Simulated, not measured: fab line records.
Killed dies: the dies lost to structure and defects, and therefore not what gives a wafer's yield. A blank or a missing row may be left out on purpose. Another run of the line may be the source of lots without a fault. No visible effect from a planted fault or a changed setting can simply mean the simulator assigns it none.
Which tool is to blame? :: flow gf180mcu :: 13 lots with 39 wafers sampled at 5 steps, on a route of 602 steps

== WHAT THE GAUGES READ, wafer by wafer ==
GF_MVPSD_OVL_MEAS_07. Usual: MVPSD_OVL -0.3 nm, standard deviation 1.5.
lot: L779
measured: day 5 06:25
on: overlay-01
MVPSD_OVL (nm): -0.1 -0.6 -0.9
flag: 

lot: L780
measured: day 5 12:09
on: overlay-01
MVPSD_OVL (nm): -2.8 -2.0 -1.5
flag: 

lot: L781
measured: day 5 18:04
on: overlay-01
MVPSD_OVL (nm): -2.7 -3.2 -1.0
flag: 

lot: L783
measured: day 6 09:31
on: overlay-02
MVPSD_OVL (nm): 0.1 0.6 1.2
flag: 

lot: L788
measured: day 7 14:29
on: overlay-02
MVPSD_OVL (nm): 0.7 -0.8 0.1
flag: 

lot: L789
measured: day 7 19:14
on: overlay-01
MVPSD_OVL (nm): -1.0 -1.8 -0.7
flag: 

lot: L790
measured: day 8 00:16
on: overlay-01
MVPSD_OVL (nm): 1.4 0.5 1.1
flag: 

lot: L791
measured: day 8 04:46
on: overlay-01
MVPSD_OVL (nm): -0.5 -1.2 -3.1
flag: 

lot: L794
measured: day 8 20:34
on: overlay-01
MVPSD_OVL (nm): -0.1 0.5 0.2
flag: 

lot: L798
measured: day 9 23:43
on: overlay-02
MVPSD_OVL (nm): -0.7 -0.1 -1.0
flag: 

lot: L799
measured: day 10 05:52
on: overlay-02
MVPSD_OVL (nm): 1.5 1.5 4.2
flag: 

lot: L800
measured: day 10 09:52
on: overlay-02
MVPSD_OVL (nm): 0.0 0.3 -0.2
flag: 

lot: L801
measured: day 10 18:02
on: overlay-01
MVPSD_OVL (nm): -2.4 -0.9 -0.3
flag: 

GF_VT_IMPLANT_TW_MEAS_10. Usual: VT_IMPLANT_TW 566, standard deviation 5.9.
lot: L779
measured: day 5 20:52
on: film-metro-01
VT_IMPLANT_TW: 574 571 570
flag: 

lot: L780
measured: day 6 03:18
on: film-metro-03
VT_IMPLANT_TW: 559 558 558
flag: 

lot: L781
measured: day 6 09:28
on: film-metro-03
VT_IMPLANT_TW: 561 555 562
flag: 

lot: L783
measured: day 7 01:07
on: film-metro-01
VT_IMPLANT_TW: 577 569 573
flag: 

lot: L788
measured: day 8 06:44
on: film-metro-01
VT_IMPLANT_TW: 575 571 570
flag: 

lot: L789
measured: day 8 11:22
on: film-metro-03
VT_IMPLANT_TW: 562 560 559
flag: 

lot: L790
measured: day 8 17:02
on: film-metro-03
VT_IMPLANT_TW: 560 561 559
flag: 

lot: L791
measured: day 8 22:18
on: film-metro-01
VT_IMPLANT_TW: 571 567 573
flag: 

lot: L794
measured: day 9 13:40
on: film-metro-01
VT_IMPLANT_TW: 569 568 570
flag: 

lot: L798
measured: day 10 17:47
on: film-metro-03
VT_IMPLANT_TW: 558 562 557
flag: 

lot: L799
measured: day 11 00:43
on: film-metro-02
VT_IMPLANT_TW: 559 559 561
flag: 

lot: L800
measured: day 11 04:19
on: film-metro-01
VT_IMPLANT_TW: 568 570 569
flag: 

lot: L801
measured: day 11 13:11
on: film-metro-03
VT_IMPLANT_TW: 560 561 563
flag: 

GF_VT_IMPLANT_TW_MEAS_43. Usual: VT_IMPLANT_4_TW 690, standard deviation 6.7.
lot: L779
measured: day 7 19:10
on: film-metro-03
VT_IMPLANT_4_TW: 686 685 683
flag: 

lot: L780
measured: day 8 01:19
on: film-metro-03
VT_IMPLANT_4_TW: 686 687 684
flag: 

lot: L781
measured: day 8 08:43
on: film-metro-03
VT_IMPLANT_4_TW: 683 684 685
flag: 

lot: L783
measured: day 9 01:38
on: film-metro-01
VT_IMPLANT_4_TW: 696 696 701
flag: 

lot: L788
measured: day 10 09:52
on: film-metro-02
VT_IMPLANT_4_TW: 684 686 681
flag: 

lot: L789
measured: day 10 15:57
on: film-metro-02
VT_IMPLANT_4_TW: 611 612 614
flag: OFF

lot: L790
measured: day 10 21:21
on: film-metro-03
VT_IMPLANT_4_TW: 685 686 686
flag: 

lot: L791
measured: day 11 02:00
on: film-metro-01
VT_IMPLANT_4_TW: 624 620 623
flag: OFF

lot: L794
measured: day 11 20:34
on: film-metro-03
VT_IMPLANT_4_TW: 685 686 687
flag: 

lot: L798
measured: day 13 03:06
on: film-metro-03
VT_IMPLANT_4_TW: 689 686 684
flag: 

lot: L799
measured: day 13 10:12
on: film-metro-01
VT_IMPLANT_4_TW: 695 702 695
flag: 

lot: L800
measured: day 13 13:36
on: film-metro-01
VT_IMPLANT_4_TW: 693 698 694
flag: 

lot: L801
measured: day 13 23:37
on: film-metro-03
VT_IMPLANT_4_TW: 687 688 685
flag: 

== WHAT TOOL EACH LOT RAN ON (gives the tool, then ch and the chambers of the sampled wafers, and finally the start) ==
lot: L779
GF_VT_IMPLANT_STRIP_31: plasma-asher-02 ch 0,1, day 7 02:58
GF_VT_IMPLANT_IMPLANT_41: implanter-02 ch 0, day 7 18:55

lot: L780
GF_VT_IMPLANT_STRIP_31: plasma-asher-02 ch 0,1, day 7 09:22
GF_VT_IMPLANT_IMPLANT_41: implanter-02 ch 0, day 8 01:05

lot: L781
GF_VT_IMPLANT_STRIP_31: plasma-asher-02 ch 1, day 7 16:31
GF_VT_IMPLANT_IMPLANT_41: implanter-03 ch 0, day 8 08:28

lot: L783
GF_VT_IMPLANT_STRIP_31: plasma-asher-03 ch 0,1, day 8 08:24
GF_VT_IMPLANT_IMPLANT_41: implanter-02 ch 0, day 9 01:23

lot: L788
GF_VT_IMPLANT_STRIP_31: plasma-asher-02 ch 0,1, day 9 16:26
GF_VT_IMPLANT_IMPLANT_41: implanter-01 ch 0, day 10 09:39

lot: L789
GF_VT_IMPLANT_STRIP_31: plasma-asher-02 ch 0,1, day 9 21:45
GF_VT_IMPLANT_IMPLANT_41: implanter-02 ch 0, day 10 15:43

lot: L790
GF_VT_IMPLANT_STRIP_31: plasma-asher-03 ch 0,1, day 10 02:58
GF_VT_IMPLANT_IMPLANT_41: implanter-03 ch 0, day 10 21:06

lot: L791
GF_VT_IMPLANT_STRIP_31: plasma-asher-02 ch 0,1, day 10 07:51
GF_VT_IMPLANT_IMPLANT_41: implanter-02 ch 0, day 11 01:45

lot: L794
GF_VT_IMPLANT_STRIP_31: plasma-asher-02 ch 0,1, day 11 01:32
GF_VT_IMPLANT_IMPLANT_41: implanter-03 ch 0, day 11 20:19

lot: L798
GF_VT_IMPLANT_STRIP_31: plasma-asher-04 ch 0,1, day 12 07:58
GF_VT_IMPLANT_IMPLANT_41: implanter-01 ch 0, day 13 02:51

lot: L799
GF_VT_IMPLANT_STRIP_31: plasma-asher-04 ch 0,1, day 12 14:04
GF_VT_IMPLANT_IMPLANT_41: implanter-02 ch 0, day 13 09:57

lot: L800
GF_VT_IMPLANT_STRIP_31: plasma-asher-03 ch 0,1, day 12 18:10
GF_VT_IMPLANT_IMPLANT_41: implanter-03 ch 0, day 13 13:21

lot: L801
GF_VT_IMPLANT_STRIP_31: plasma-asher-04 ch 0,1, day 13 03:17
GF_VT_IMPLANT_IMPLANT_41: implanter-01 ch 0, day 13 23:23
- GF_VT_IMPLANT_STRIP_31: strips in O2/N2.
- GF_VT_IMPLANT_IMPLANT_41

== WHAT THE TOOLS THEMSELVES READ (means of the sampled wafers that have a number; where no wafer has one, the mark that the record gives instead) ==
GF_VT_IMPLANT_STRIP_31. Usual: chamber-pressure-mTorr is 1500.2 mTorr with standard deviation 1.5, drypump-motor-current-A is 5.8 A with standard deviation 0.45, heater-power-w is 331 W with standard deviation 26, n2-flow-sccm is 300.0 sccm with standard deviation 0.84, oes-product-au is 0.716 a.u. with standard deviation 0.004, platen-temp-c is 250.00 C with standard deviation 0.17, and strip-time-to-endpoint-s is 12.62 s with standard deviation 0.031.
lot: L779
tool: plasma-asher-02
chamber-pressure-mTorr (mTorr): 1500.3
drypump-motor-current-A (A): 5.8
heater-power-w (W): 324
n2-flow-sccm (sccm): 300.6
oes-product-au (a.u.): 0.717
platen-temp-c (C): 249.98
strip-time-to-endpoint-s (s): 12.63
flag: 

lot: L780
tool: plasma-asher-02
chamber-pressure-mTorr (mTorr): 1499.2
drypump-motor-current-A (A): 5.8
heater-power-w (W): 323
n2-flow-sccm (sccm): 300.0
oes-product-au (a.u.): 0.716
platen-temp-c (C): 249.86
strip-time-to-endpoint-s (s): 12.60
flag: 

lot: L781
tool: plasma-asher-02
chamber-pressure-mTorr (mTorr): 1500.7
drypump-motor-current-A (A): 5.6
heater-power-w (W): 330
n2-flow-sccm (sccm): 300.6
oes-product-au (a.u.): 0.718
platen-temp-c (C): 249.98
strip-time-to-endpoint-s (s): 12.66
flag: 

lot: L783
tool: plasma-asher-03
chamber-pressure-mTorr (mTorr): 1499.8
drypump-motor-current-A (A): 5.6
heater-power-w (W): 380
n2-flow-sccm (sccm): 299.5
oes-product-au (a.u.): 0.714
platen-temp-c (C): 249.77
strip-time-to-endpoint-s (s): 12.65
flag: 

lot: L788
tool: plasma-asher-02
chamber-pressure-mTorr (mTorr): 1501.1
drypump-motor-current-A (A): 5.9
heater-power-w (W): 322
n2-flow-sccm (sccm): 299.8
oes-product-au (a.u.): 0.717
platen-temp-c (C): 250.12
strip-time-to-endpoint-s (s): 12.59
flag: 

lot: L789
tool: plasma-asher-02
chamber-pressure-mTorr (mTorr): 1500.1
drypump-motor-current-A (A): 5.9
heater-power-w (W): 327
n2-flow-sccm (sccm): 300.3
oes-product-au (a.u.): 0.717
platen-temp-c (C): 250.11
strip-time-to-endpoint-s (s): 12.61
flag: 

lot: L790
tool: plasma-asher-03
chamber-pressure-mTorr (mTorr): 1500.8
drypump-motor-current-A (A): 5.4
heater-power-w (W): 389
n2-flow-sccm (sccm): 299.9
oes-product-au (a.u.): 0.717
platen-temp-c (C): 250.00
strip-time-to-endpoint-s (s): 12.60
flag: 

lot: L791
tool: plasma-asher-02
chamber-pressure-mTorr (mTorr): 1499.7
drypump-motor-current-A (A): 5.7
heater-power-w (W): 326
n2-flow-sccm (sccm): 300.5
oes-product-au (a.u.): 0.713
platen-temp-c (C): 250.03
strip-time-to-endpoint-s (s): 12.62
flag: 

lot: L794
tool: plasma-asher-02
chamber-pressure-mTorr (mTorr): 1500.2
drypump-motor-current-A (A): 5.8
heater-power-w (W): 327
n2-flow-sccm (sccm): 300.4
oes-product-au (a.u.): 0.714
platen-temp-c (C): 249.85
strip-time-to-endpoint-s (s): 12.64
flag: 

lot: L798
tool: plasma-asher-04
chamber-pressure-mTorr (mTorr): 1498.6
drypump-motor-current-A (A): 5.7
heater-power-w (W): 313
n2-flow-sccm (sccm): 300.0
oes-product-au (a.u.): 0.719
platen-temp-c (C): 250.07
strip-time-to-endpoint-s (s): 12.65
flag: 

lot: L799
tool: plasma-asher-04
chamber-pressure-mTorr (mTorr): 1501.1
drypump-motor-current-A (A): 5.7
heater-power-w (W): 313
n2-flow-sccm (sccm): 299.9
oes-product-au (a.u.): 0.720
platen-temp-c (C): 249.99
strip-time-to-endpoint-s (s): 12.64
flag: 

lot: L800
tool: plasma-asher-03
chamber-pressure-mTorr (mTorr): 1501.4
drypump-motor-current-A (A): 5.6
heater-power-w (W): 380
n2-flow-sccm (sccm): 299.8
oes-product-au (a.u.): 0.719
platen-temp-c (C): 249.93
strip-time-to-endpoint-s (s): 12.63
flag: 

lot: L801
tool: plasma-asher-04
chamber-pressure-mTorr (mTorr): 1501.6
drypump-motor-current-A (A): 5.7
heater-power-w (W): 313
n2-flow-sccm (sccm): 300.1
oes-product-au (a.u.): 0.713
platen-temp-c (C): 250.10
strip-time-to-endpoint-s (s): 12.63
flag: 

GF_VT_IMPLANT_IMPLANT_41. Usual: beam-on-s 9.99 s, standard deviation 0.22; tilt-deg 6.999 degrees, standard deviation 0.018.
lot: L779
tool: implanter-02
beam-on-s (s): 10.00
tilt-deg (degrees): 7.016
flag: 

lot: L780
tool: implanter-02
beam-on-s (s): 10.03
tilt-deg (degrees): 6.997
flag: 

lot: L781
tool: implanter-03
beam-on-s (s): 10.19
tilt-deg (degrees): 7.018
flag: 

lot: L783
tool: implanter-02
beam-on-s (s): 10.02
tilt-deg (degrees): 7.021
flag: 

lot: L788
tool: implanter-01
beam-on-s (s): 10.01
tilt-deg (degrees): 7.002
flag: 

lot: L789
tool: implanter-02
beam-on-s (s): 9.98
tilt-deg (degrees): -0.010
flag: OFF

lot: L790
tool: implanter-03
beam-on-s (s): 10.03
tilt-deg (degrees): 6.995
flag: 

lot: L791
tool: implanter-02
beam-on-s (s): 9.97
tilt-deg (degrees): 0.009
flag: OFF

lot: L794
tool: implanter-03
beam-on-s (s): 9.76
tilt-deg (degrees): 6.987
flag: 

lot: L798
tool: implanter-01
beam-on-s (s): 9.87
tilt-deg (degrees): 7.008
flag: 

lot: L799
tool: implanter-02
beam-on-s (s): 10.21
tilt-deg (degrees): 7.005
flag: 

lot: L800
tool: implanter-03
beam-on-s (s): 10.10
tilt-deg (degrees): 7.013
flag: 

lot: L801
tool: implanter-01
beam-on-s (s): 10.04
tilt-deg (degrees): 6.993
flag: 

== THE ANSWER, worked out from the rows above alone ==
Rule: take the mean of a lot's wafers that have a number; if it is more than 3 standard deviations from the usual mean, the lot is off. A lot without any number at a reading at which 4 lots or more have one is off too. The other lots that the step has rows for count as sound. Order of review: gauges by route order, followed by the tools' own readings, for which a lot's mean as printed above is used. At the first step where some lot is off, the reading lying furthest off is the one used; lots without a number count as furthest.
Off: at GF_VT_IMPLANT_TW_MEAS_43 (VT_IMPLANT_4_TW), L789, L791.
If a tool, at a process step before that reading, ran all the lots that are off and no sound lot after the first of them, it fits. Not tried: the gauges at GF_VT_IMPLANT_TW_MEAS_43; whatever is off there is also off at GF_VT_IMPLANT_IMPLANT_41, on other tools, and gauge error can't account for it. None of those tried fits.

== WHAT THE SIMULATOR HAD INSERTED ==
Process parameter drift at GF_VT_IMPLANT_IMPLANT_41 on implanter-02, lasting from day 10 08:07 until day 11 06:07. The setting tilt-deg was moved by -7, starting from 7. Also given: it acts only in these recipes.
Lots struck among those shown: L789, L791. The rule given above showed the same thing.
